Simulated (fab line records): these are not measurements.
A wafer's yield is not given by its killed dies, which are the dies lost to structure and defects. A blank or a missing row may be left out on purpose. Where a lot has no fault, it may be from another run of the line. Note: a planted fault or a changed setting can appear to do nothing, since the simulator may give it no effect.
fab line records	flow sky130
[record] lots = 11	wafers = 33	lastDay = 50
route steps=708 shown POLY_GATE@234 CONTACT@421 METAL2@483 VIA2@521 PAD_OPEN@708
lots untouched by any fault: they come from a run of this same line in which no faults occurred
startH: hours from the record's opening day to when the first of the lot's shown wafers began	waitH: time in hours since the lot's previous step	" identical to the entry in the row above	L1.1+2: one row covering several wafers at once	- no value present, or no start provided	* or withheld: withheld	< > ~ a bound
route shown NAME@n: names a module that has steps shown in the file, with the first one's number in the route	usual: mean and standard deviation over wafers with no fault	same: alike in all rows	chamber/n: place in a boat	sites: each site's reading	_std_site: the values' standard deviation	_edge_site: outer sites' mean less inner sites'	radiusMm: how far each site lies from the wafer's centre	mask NAME#n: copy n	behind: the most recent tool/chamber to have shaped the wafer	hold: the reason the lot was held/the length of the hold in hours/how it ended	device: names the non-switching transistor (n, p or np)	end of line: the same wafers' tests at the end of the route	for a step that has no rows: nothing shown but its recipe	killed: count of dies lost to structure and defects at first sort (not the wafer's yield)	map: shows each die of a wafer: x if killed, . if not, _ if none is there
set.NAME: the setting that was run; set.NAME@STEP: the one run at that earlier step	model.NAME: the simulator's own value behind a step, which no gauge read
a sample of lots followed through the steps of the route, with each step as a table and each wafer as a row
services: the hour from which a tool's chamber was out of use, counted from the record's first day as startH (under 0 if before that day), plus the number of hours and why
[[steps]]
[step SKY_POLY_GATE_OXIDATION_20]
[recipe] tempC = 850	ambient = O2	stabiliseS = 600	purgeS = 300	targetThkA = 40	oxTimeS = 899
[usual] spikeTcBottomC = 866.4/2.6	spikeTcCentreC = 850.3/1	spikeTcLowerC = 850.9/0.99	spikeTcTopC = 860.4/2.4	spikeTcUpperC = 848.8/1.2	tubeCenterTempC = 850/0.075	tube_center_temp_C_max = 852.1/0.35	zonePowerCentrePct = 15.8/0.88
lot.wafer	tool	chamber	startH	waitH	spikeTcBottomC	spikeTcCentreC	spikeTcLowerC	spikeTcTopC	spikeTcUpperC	tubeCenterTempC	tube_center_temp_C_max	zonePowerCentrePct
L239.2	furnace-01	0	372.03	0.0	865.9	850.0	851.2	862.5	847.5	850.01	852.0	15.2
L239.3	"	0	"	"	866.3	849.6	850.8	860.8	850.1	849.96	851.6	14.8
L239.5	"	0	"	"	864.2	849.8	852.7	862.5	848.0	850	851.9	15.4
L240.2	furnace-01	0	384.97	0.6	865.7	850.7	852.0	861.7	849.4	850.14	851.9	15.1
L240.4	"	0	"	"	863.6	852.3	850.5	862.8	849.4	850.06	852.3	15.1
L240.6	"	0	"	"	864.0	851.4	851.3	861.7	849.7	850	851.8	15.1
L241.1	furnace-02	0	392.81	0.2	870.8	851.2	849.8	855.1	850.6	850.07	852.5	17.0
L241.2	"	0	"	"	869.7	850.2	849.7	857.4	845.9	849.93	852.0	17.2
L241.3	"	0	"	"	869.5	850.8	851.2	858.4	847.5	850.05	851.7	17.1
L244.2	furnace-01	0	417.96	0.4	866.8	850.0	850.1	861.0	850.0	849.92	852.0	15.3
L244.3	"	0	"	"	864.3	849.6	850.8	861.9	848.7	849.99	852.3	15.3
L244.4	"	0	"	"	865.9	848.8	853.2	862.1	848.5	850.07	852.6	15.3
L245.1	furnace-01	0	431.73	0.7	866.1	852.5	851.4	861.4	849.6	849.93	852.1	14.9
L245.3	"	0	"	"	864.9	849.7	851.6	861.7	851.1	850.07	851.6	15.7
L245.4	"	0	"	"	864.3	850.9	849.6	860.2	850.1	850.01	852.2	15.3
L248.1	furnace-01	0	454.43	1.3	863.9	850.0	850.3	862.3	849.2	849.98	852.0	15.1
L248.3	"	0	"	"	865.9	850.1	851.3	862.1	849.2	850	851.8	15.1
L248.5	"	0	"	"	865.0	850.8	851.8	861.0	848.9	849.88	852.5	15.0
L249.1	furnace-01	0	465.37	0.0	865.9	849.7	850.9	862.7	849.5	850.03	852.3	15.0
L249.4	"	0	"	"	863.8	853.1	852.0	862.3	848.5	850.02	852.4	15.1
L249.5	"	0	"	"	864.9	849.8	851.2	861.6	851.5	850.03	851.7	15.3
L250.2	furnace-02	0	475.92	0.0	867.9	851.0	849.5	856.5	846.4	849.92	852.8	17.2
L250.5	"	0	"	"	869.0	850.6	850.8	856.1	845.4	850.01	851.9	17.3
L250.6	"	0	"	"	870.9	848.0	851.9	858.3	848.3	849.98	852.9	16.7
L253.2	furnace-02	0	495.07	1.0	868.7	851.0	849.9	855.5	846.6	849.92	851.8	17.3
L253.4	"	0	"	"	870.3	849.4	850.3	857.8	849.0	849.91	851.9	16.9
L253.6	"	0	"	"	872.0	849.1	848.8	855.6	846.6	850.1	852.3	17.0
L260.1	furnace-01	0	555.49	0.0	855.9	842.4	842.9	855.0	839.3	842.03	844.9	15.0
L260.3	"	0	"	"	858.2	842.5	842.0	853.5	840.3	841.86	844.3	14.7
L260.5	"	0	"	"	856.4	841.5	843.3	853.3	841.6	841.94	843.8	14.9
L259.1	furnace-01	0	558.93	0.0	855.6	842.7	842.4	855.9	840.7	841.77	843.8	15.1
L259.2	"	0	"	"	855.9	843.3	842.0	853.2	841.9	841.82	843.8	14.9
L259.4	"	0	"	"	856.4	841.9	844.1	852.9	840.7	841.78	844.0	15.0
[step SKY_POLY_GATE_THK_MEAS_21]
[recipe] reads = SiO2_of_POLY_GATE_OXIDATION_20
[usual] POLY_GATE_OXIDATION_THK = 3.99/0.07
lot.wafer	tool	chamber	startH	waitH	POLY_GATE_OXIDATION_THK[nm]
L239.2	filmMetro-03	-	373.29	0.0	4.03
L239.3	"	-	"	"	3.91
L239.5	"	-	"	"	4.00
L240.2	filmMetro-02	-	386.23	0.0	4.09
L240.4	"	-	"	"	4.11
L240.6	"	-	"	"	4.05
L241.1	filmMetro-03	-	394.06	0.0	3.99
L241.2	"	-	"	"	3.99
L241.3	"	-	"	"	3.82
L244.2	filmMetro-02	-	419.22	0.0	3.96
L244.3	"	-	"	"	3.94
L244.4	"	-	"	"	3.92
L245.1	filmMetro-01	-	432.98	0.0	4.04
L245.3	"	-	"	"	3.96
L245.4	"	-	"	"	4.04
L248.1	filmMetro-02	-	455.68	0.0	4.03
L248.3	"	-	"	"	4.04
L248.5	"	-	"	"	4.00
L249.1	filmMetro-03	-	466.62	0.0	3.97
L249.4	"	-	"	"	3.98
L249.5	"	-	"	"	3.99
L250.2	filmMetro-03	-	477.18	0.0	3.90
L250.5	"	-	"	"	3.92
L250.6	"	-	"	"	3.88
L253.2	filmMetro-03	-	496.33	0.0	3.99
L253.4	"	-	"	"	3.98
L253.6	"	-	"	"	3.94
L260.1	filmMetro-01	-	556.74	0.0	3.55
L260.3	"	-	"	"	3.59
L260.5	"	-	"	"	3.62
L259.1	filmMetro-02	-	560.18	0.0	3.57
L259.2	"	-	"	"	3.53
L259.4	"	-	"	"	3.62
[step SKY_CONTACT_OVL_MEAS_15]
[usual] CONTACT_OVL = 1/5
lot.wafer	tool	chamber	startH	waitH	CONTACT_OVL[nm]
L239.2	overlay-01	-	733.92	0.1	9
L239.3	"	-	"	"	6
L239.5	"	-	"	"	10
L240.2	overlay-02	-	747.62	0.1	7
L240.4	"	-	"	"	4
L240.6	"	-	"	"	8
L241.1	overlay-02	-	754.55	0.1	-14
L241.2	"	-	"	"	-10
L241.3	"	-	"	"	-1
L244.2	overlay-02	-	777.91	0.1	2
L244.3	"	-	"	"	-1
L244.4	"	-	"	"	2
L245.1	overlay-01	-	788.81	0.1	-3
L245.3	"	-	"	"	-3
L245.4	"	-	"	"	-4
L248.1	overlay-01	-	811.51	0.1	-2
L248.3	"	-	"	"	0
L248.5	"	-	"	"	3
L249.1	overlay-02	-	818.50	0.1	-8
L249.4	"	-	"	"	0
L249.5	"	-	"	"	-11
L250.2	overlay-01	-	825.10	0.1	0
L250.5	"	-	"	"	3
L250.6	"	-	"	"	0
L253.2	overlay-02	-	843.37	0.1	4
L253.4	"	-	"	"	4
L253.6	"	-	"	"	2
L260.1	overlay-01	-	892.60	0.1	-1
L260.3	"	-	"	"	-3
L260.5	"	-	"	"	-5
L259.1	overlay-01	-	897.95	0.1	12
L259.2	"	-	"	"	7
L259.4	"	-	"	"	4
[step SKY_METAL2_SPUTTER_00]
[recipe] material = Ti	targetThkNm = 15	powerW = 3000	timeS = 10	chamberPressurePa = 0.4
[usual] throttleValvePct = 29.9/1
lot.wafer	tool	chamber	startH	waitH	throttleValvePct
L239.2	pvdSputter-04	-	792.59	0.1	29.1
L239.3	"	-	"	"	29.5
L239.5	"	-	"	"	29.6
L240.2	pvdSputter-02	-	805.80	0.1	29.0
L240.4	"	-	"	"	31.5
L240.6	"	-	"	"	29.1
L241.1	pvdSputter-02	-	811.90	0.2	31.8
L241.2	"	-	"	"	29.4
L241.3	"	-	"	"	28.9
L244.2	pvdSputter-02	-	834.86	0.2	31.5
L244.3	"	-	"	"	29.2
L244.4	"	-	"	"	28.8
L245.1	pvdSputter-04	-	846.54	0.2	31.0
L245.3	"	-	"	"	29.4
L245.4	"	-	"	"	29.5
L248.1	pvdSputter-02	-	868.74	0.2	29.2
L248.3	"	-	"	"	28.0
L248.5	"	-	"	"	31.6
L249.1	pvdSputter-02	-	875.32	0.1	28.8
L249.4	"	-	"	"	31.6
L249.5	"	-	"	"	31.7
L250.2	pvdSputter-01	-	882.18	0.1	29.0
L250.5	"	-	"	"	29.8
L250.6	"	-	"	"	28.8
L253.2	pvdSputter-02	-	898.92	0.2	29.0
L253.4	"	-	"	"	29.0
L253.6	"	-	"	"	31.6
L260.1	pvdSputter-04	-	945.90	0.2	30.3
L260.3	"	-	"	"	29.7
L260.5	"	-	"	"	30.5
L259.1	pvdSputter-04	-	952.43	0.2	29.6
L259.2	"	-	"	"	30.9
L259.4	"	-	"	"	29.6
[step SKY_VIA2_ETCH_14]
[recipe] chemistry = N2/H2	target = BARC	ionEnergyEv = 200	sourceW = 500	biasW = 100	pressureMtorr = 30	n2FlowSccm = 100	h2FlowSccm = 200	stopOn = SiO2	timeS = 45.9	targetDepthA = 600
[usual] biasW = 99.99/0.3	drypumpMotorCurrentA = 5.7/0.51	oesProductAu = 0.855/0.0052	rfFwdPowerW = 493.4/1.6	throttleValvePct = 13.224/0.0091
lot.wafer	tool	chamber	startH	waitH	biasW	drypumpMotorCurrentA	oesProductAu	rfFwdPowerW	rfHoursCounterH	throttleValvePct
L239.2	rieDiel-03	2	847.85	0.0	99.90	6.3	0.855	493.5	16	13.229
L239.3	"	0	"	"	100.17	5.5	0.856	496.1	10	13.209
L239.5	"	1	"	"	100.00	6.0	0.854	493.9	-	13.219
L240.2	rieDiel-03	0	860.28	0.0	99.87	5.5	0.849	493.2	10	13.244
L240.4	"	3	"	"	99.83	4.8	0.855	491.6	4	13.248
L240.6	"	3	"	"	99.87	4.8	0.863	490.4	-	13.219
L241.1	rieDiel-01	0	865.60	0.0	99.77	6.3	0.857	492.2	14	13.220
L241.2	"	3	"	"	99.13	5.8	0.849	492.2	11	13.221
L241.3	"	2	"	"	100.32	5.9	0.856	495.2	12	13.216
L244.2	rieDiel-03	0	887.65	0.0	100.02	5.5	0.858	496.2	11	13.213
L244.3	"	2	"	"	100.13	6.3	0.852	493.9	18	13.211
L244.4	"	1	"	"	100.43	6.0	0.862	495.3	18	13.233
L245.1	rieDiel-02	1	899.55	0.0	100.00	5.9	0.853	493.0	26	13.220
L245.3	"	2	"	"	100.02	5.7	0.863	490.6	20	13.234
L245.4	"	3	"	"	99.97	6.0	0.853	494.4	19	13.234
L248.1	rieDiel-01	2	919.70	0.0	100.02	5.9	0.857	495.6	14	13.227
L248.3	"	3	"	"	99.86	5.8	0.849	494.1	12	13.209
L248.5	"	0	"	"	100.26	6.3	0.863	491.9	-	13.209
L249.1	rieDiel-02	1	927.29	0.0	100.06	6.0	0.863	492.7	27	13.220
L249.4	"	2	"	"	99.64	5.8	0.850	495.7	21	13.220
L249.5	"	2	"	"	99.87	5.8	0.852	493.5	-	13.224
L250.2	rieDiel-02	0	933.09	0.0	100.32	4.8	0.858	493.3	11	13.211
L250.5	"	0	"	"	99.94	4.8	0.849	493.5	-	13.223
L250.6	"	1	"	"	99.83	5.9	0.856	496.3	-	13.222
L253.2	rieDiel-03	2	950.90	0.0	99.63	6.3	0.847	492.6	20	13.219
L253.4	"	3	"	"	100.05	4.8	0.854	491.6	7	13.218
L253.6	"	0	"	"	99.99	5.5	0.854	492.3	-	13.229
L260.1	rieDiel-01	1	995.74	0.0	100.18	5.4	0.856	495.5	6	13.227
L260.3	"	2	"	"	99.72	5.9	0.852	494.0	16	13.218
L260.5	"	3	"	"	99.86	5.8	0.860	491.4	-	13.224
L259.1	rieDiel-03	1	1001.54	0.0	100.04	6.0	0.842	492.4	22	13.214
L259.2	"	2	"	"	99.75	6.3	0.853	493.4	21	13.226
L259.4	"	0	"	"	100.01	5.5	0.859	493.7	14	13.228
[step SKY_PAD_OPEN_PROBE_99]
[usual] killed_at_M0_to_M3 = 44/7.2	killed_at_M4_up = 3.0/1.9	killedAtContacts = 25/4.8	killedAtFrontEnd = 16/4.2	killedAtOther = 0.2/0.44	killedDies = 88/9.3	killedOnRim = 17/3.6	killedOpen = 48/7.1	killedShort = 40/6.5
[same] grossDies = 492	killedAtBackSide = 0
lot.wafer	tool	chamber	startH	waitH	killed_at_M0_to_M3	killed_at_M4_up	killedAtContacts	killedAtFrontEnd	killedAtOther	killedDies	killedOnRim	killedOpen	killedShort
L240.2	prober-02	-	1083.55	0.1	56	4	20	18	1	99	21	56	43
L240.4	prober-02	-	1083.65	0.2	40	6	26	18	0	90	18	58	32
L240.6	prober-02	-	1083.75	0.2	34	4	27	16	0	81	10	45	36
L249.1	prober-01	-	1138.48	0.1	34	5	28	14	0	81	18	43	38
L249.4	prober-01	-	1138.63	0.2	49	4	17	20	0	90	14	53	37
L249.5	prober-01	-	1138.68	0.2	45	6	22	16	0	89	24	43	46
L250.2	prober-02	-	1143.45	0.1	58	4	27	15	0	104	19	53	51
L250.5	prober-02	-	1143.60	0.2	48	5	27	17	0	97	19	55	42
L250.6	prober-02	-	1143.65	0.2	42	1	25	12	0	80	19	45	35
L259.1	prober-02	-	1191.75	0.1	32	0	33	15	0	80	17	49	31
L259.2	prober-02	-	1191.80	0.1	58	3	28	26	0	115	19	66	49
L259.4	prober-02	-	1191.90	0.2	35	3	31	20	0	89	15	48	41
// killed by level:class
L240.2 VIA1:geometricParticle:open=12 CONTACT:geometricParticle:open=10 VIA1:geometricParticle:short=9 METAL1:geometricParticle:short=9 FIELD_ISO:geometricParticle:open=7 VIA3:geometricParticle:open=7 VIA2:geometricParticle:open=6 FIELD_ISO:geometricParticle:short=5
L240.4 VIA1:geometricParticle:open=12 CONTACT:geometricParticle:open=10 LI_CONTACT:geometricParticle:open=6 VIA3:geometricParticle:open=6 CONTACT:geometricParticle:short=5 METAL1:geometricParticle:short=5 POLY_GATE:geometricParticle:open=4 SPACER:geometricParticle:open=4
L240.6 CONTACT:geometricParticle:open=12 CONTACT:geometricParticle:short=7 METAL1:geometricParticle:short=6 VIA3:geometricParticle:open=6 LI_CONTACT:geometricParticle:open=5 VIA1:geometricParticle:open=5 SPACER:geometricParticle:open=4 VIA3:geometricParticle:short=4
L249.1 CONTACT:geometricParticle:open=10 LI_CONTACT:geometricParticle:open=8 METAL1:geometricParticle:short=8 VIA2:geometricParticle:open=7 CONTACT:geometricParticle:short=5 METAL2:geometricParticle:short=5 VIA1:geometricParticle:open=4 VIA3:geometricParticle:open=4
L249.4 VIA1:geometricParticle:open=9 VIA3:geometricParticle:open=9 LI_CONTACT:geometricParticle:open=6 VIA2:geometricParticle:open=5 METAL1:geometricParticle:short=5 VIA2:geometricParticle:short=5 FIELD_ISO:geometricParticle:short=4 POLY_GATE:geometricParticle:open=4
L249.5 CONTACT:geometricParticle:open=12 VIA2:geometricParticle:open=10 METAL2:geometricParticle:short=8 VIA1:geometricParticle:short=7 POLY_GATE:geometricParticle:open=5 POLY_GATE:geometricParticle:short=5 VIA1:geometricParticle:open=5 METAL4:geometricParticle:short=5
L250.2 VIA1:geometricParticle:open=12 VIA3:geometricParticle:open=10 VIA2:geometricParticle:open=9 CONTACT:geometricParticle:open=8 LOCAL_INTERCONNECT:geometricParticle:short=6 CONTACT:geometricParticle:short=6 VIA2:geometricParticle:short=6 FIELD_ISO:geometricParticle:short=5
L250.5 CONTACT:geometricParticle:open=14 VIA1:geometricParticle:open=10 VIA2:geometricParticle:open=8 VIA3:geometricParticle:open=7 METAL1:geometricParticle:short=6 LI_CONTACT:geometricParticle:short=5 VIA3:geometricParticle:short=5 VIA1:geometricParticle:short=4
L250.6 LI_CONTACT:geometricParticle:open=10 VIA1:geometricParticle:open=10 CONTACT:geometricParticle:open=9 VIA3:geometricParticle:open=7 METAL1:geometricParticle:short=5 METAL2:geometricParticle:short=5 POLY_GATE:geometricParticle:short=3 VIA2:geometricParticle:open=3
L259.1 LI_CONTACT:geometricParticle:open=12 CONTACT:geometricParticle:open=12 VIA1:geometricParticle:open=9 METAL2:geometricParticle:short=6 POLY_GATE:geometricParticle:open=4 POLY_GATE:geometricParticle:short=4 LOCAL_INTERCONNECT:geometricParticle:short=4 VIA1:geometricParticle:short=4
L259.2 VIA1:geometricParticle:open=14 LI_CONTACT:geometricParticle:open=10 VIA3:geometricParticle:open=9 METAL1:geometricParticle:short=9 CONTACT:geometricParticle:open=7 VIA2:geometricParticle:open=7 FIELD_ISO:geometricParticle:open=6 FIELD_ISO:geometricParticle:short=5
L259.4 LI_CONTACT:geometricParticle:open=11 METAL2:geometricParticle:short=9 VIA2:geometricParticle:open=7 VIA3:geometricParticle:open=7 FIELD_ISO:geometricParticle:open=6 CONTACT:geometricParticle:short=6 CONTACT:geometricParticle:open=6 LI_CONTACT:geometricParticle:short=5
[[services]]
tool	chamber	startH	hours	kind
rieDiel-03	2	358.22	12.3	repair
pvdSputter-02	-	385.77	1.3	repair
rieDiel-03	3	390.46	1.8	repair
rieDiel-03	0	407.41	1.5	repair
pvdSputter-02	-	414.04	13.8	repair
pvdSputter-02	-	422.52	2.6	repair
pvdSputter-04	-	424.58	1.1	repair
rieDiel-03	-	426.49	0.3	repair
pvdSputter-04	-	433.91	6.2	repair
pvdSputter-02	-	468.88	1.3	repair
rieDiel-03	1	532.82	3.6	repair
pvdSputter-02	-	590.15	1.8	repair
furnace-01	-	613.32	3.3	pm
furnace-01	-	686.43	2.0	pm
rieDiel-03	-	693.34	0.4	repair
pvdSputter-02	-	735.33	0.7	repair
furnace-01	-	781.01	3.6	pm
rieDiel-03	-	800.11	0.2	repair
furnace-01	-	818.53	3.4	pm
rieDiel-03	-	931.00	2.8	pm
rieDiel-03	-	939.28	0.7	repair
furnace-01	-	948.18	3.7	pm
furnace-01	-	973.18	5.7	repair
rieDiel-03	3	986.34	3.0	repair
[[key]]
[firstSign] step = SKY_POLY_GATE_OXIDATION_20	reading = tubeCenterTempC	direction = down	sigmas = 96	usual = *	struck = *
[effect] step = SKY_POLY_GATE_OXIDATION_20	reading = tube_center_temp_C_max	direction = down	sigmas = 23	usual = *	struck = *
[effect] step = SKY_POLY_GATE_THK_MEAS_21	reading = POLY_GATE_OXIDATION_THK	direction = down	sigmas = 5.9	usual = 3.99	struck = 3.58
metAt SKY_POLY_GATE_OXIDATION_20
struckLots L259,L260
testerLeftOut L259,L260
notActingAt SKY_CONTACT_OVL_MEAS_15,SKY_METAL2_SPUTTER_00,SKY_VIA2_ETCH_14
onsetBetween 465.37 555.49
[fault] kind = processParameterDrift	tool = furnace-01	chamber = -	onsetH = 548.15	steps = SKY_POLY_GATE_OXIDATION_20	channel = tempC	offset = *	shape = step	endH = 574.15	actsIn = *	stated = *
// testerLeftOut: of these lots the tester's yield and bins aren't shown, on N5 and GAA mostly nor the transistor test; their killed dies are dies lost to structure and defects alone, not to doping, threshold or leakage, so they don't give the yield
